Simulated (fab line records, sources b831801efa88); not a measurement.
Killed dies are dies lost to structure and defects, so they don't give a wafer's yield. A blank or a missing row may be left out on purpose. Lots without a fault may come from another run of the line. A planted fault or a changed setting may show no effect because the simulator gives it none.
Split-lot experiment | flow gf180mcu | 5 lots, 23 wafers read, on a route of 602 steps

THE SPLIT
At GF_SAB_DEVELOP_08 (develop time 60 s), the setting dev_temp_c was moved away from the recipe's 23 C on 6 of the 23 wafers read, by -11.1% to +13.5%. The other wafers ran this setting at the recipe's value.

The file shows no step between the split and the reading.

THE READING
cd_nm, in nm, at GF_SAB_CD_MEAS_09 (target cd 420 nm). Fault-free wafers of this fab line usually give 421.6 nm, standard deviation 1.9 nm.

wafer  | tool, chamber at the split | dev_temp_c as run, C | against the recipe | cd_nm, nm | against lot-mates on the recipe
L079.2 | litho_track-04, 0          | 23                   | recipe             | 423.6     | -
L079.3 | litho_track-04, 0          | 23                   | recipe             | 423.0     | -
L079.4 | litho_track-04, 0          | 23                   | recipe             | 424.0     | -
L079.5 | litho_track-04, 0          | 23                   | recipe             | 424.7     | -
L079.6 | litho_track-04, 0          | 23                   | recipe             | 423.3     | -
L080.2 | litho_track-04, 0          | 23                   | recipe             | 420.9     | -
L080.5 | litho_track-04, 0          | 23                   | recipe             | 420.5     | -
L080.6 | litho_track-04, 0          | 23                   | recipe             | 420.9     | -
L081.1 | litho_track-04, 0          | 22.04                | -4.2%              | 417.8     | -5.0
L081.2 | litho_track-04, 0          | 23                   | recipe             | 422.5     | -
L081.3 | litho_track-04, 0          | 23                   | recipe             | 423.1     | -
L081.4 | litho_track-04, 0          | 22.04                | -4.2%              | 418.6     | -4.2
L081.5 | litho_track-04, 0          | 23                   | recipe             | 422.9     | -
L082.1 | litho_track-02, 0          | 23                   | recipe             | 420.1     | -
L082.2 | litho_track-02, 0          | 23                   | recipe             | 421.1     | -
L082.3 | litho_track-02, 0          | 23                   | recipe             | 421.1     | -
L082.5 | litho_track-02, 0          | 26.1                 | +13.5%             | 430.7     | +9.9
L082.6 | litho_track-02, 0          | 26.1                 | +13.5%             | 432.3     | +11.5
L084.1 | litho_track-04, 0          | 20.45                | -11.1%             | 413.3     | -8.7
L084.2 | litho_track-04, 0          | 23                   | recipe             | 421.4     | -
L084.4 | litho_track-04, 0          | 23                   | recipe             | 422.4     | -
L084.5 | litho_track-04, 0          | 23                   | recipe             | 422.1     | -
L084.6 | litho_track-04, 0          | 20.45                | -11.1%             | 412.4     | -9.6

THE FIT
A straight line over all 23 wafers: cd_nm changes by +0.762 nm for each +1% of dev_temp_c; r = +0.96; the points scatter about the line by 1.3 nm.
The same after taking each lot's own level away (the mean of its wafers on the recipe; 23 wafers): +0.822 nm for each +1%; r = +0.99; scatter 0.62 nm.
On that fit, the largest move of dev_temp_c shifts the reading by 11 nm.
The lots' own levels span 420.77 to 423.72 nm, that is 1.6 times the standard deviation above.
So the lot-to-lot level changes the slope little: the two slopes agree.
Check: with one of the wafers moved furthest among these (+13.5%) left out of the fit, the line predicts +11.5 nm for it against its lot-mates. It came out at +9.93 nm against them.

OTHER SPLITS ON THESE WAFERS
These wafers also went through other splits before the reading. Each is held against what the fit with the lots' levels taken away leaves over:
other split on the same wafers  | wafers away from the commonest value | r with cd_nm (lot level and that fit taken away)
GF_HV_LDD_IMPLANT_48 energy_kev | 8                                    | +0.28
GF_HV_LDD_CVD_54 target_thk_nm  | 15                                   | -0.25
GF_NSD_COAT_02 resist_thk_nm    | 9                                    | -0.04
GF_PSD_COAT_02 spin_rpm         | 12                                   | +0.02
GF_PSD_DEVELOP_06 dev_temp_c    | 7                                    | +0.06

THE WHOLE CHAIN: every reading that the file lists as answering this split, in the file's order
step              | what it does                                              | reading                                                    | change (the file's fit)               | r (the file's)
GF_SAB_CD_MEAS_09 | target cd 420 nm                                          | cd_nm                                                      | +0.825 nm for each +1% of the setting | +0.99
GF_SAB_ETCH_11    | etches SiO2 in C4F8/O2/Ar, target depth 55 nm, time 8.5 s | SAB.cd_nm (the simulator's own value, which no gauge read) | +0.82 nm for each +1% of the setting  | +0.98

THE FILE'S OWN FIT
cd_nm changes by +0.825 nm for each +1% of dev_temp_c, r = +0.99.
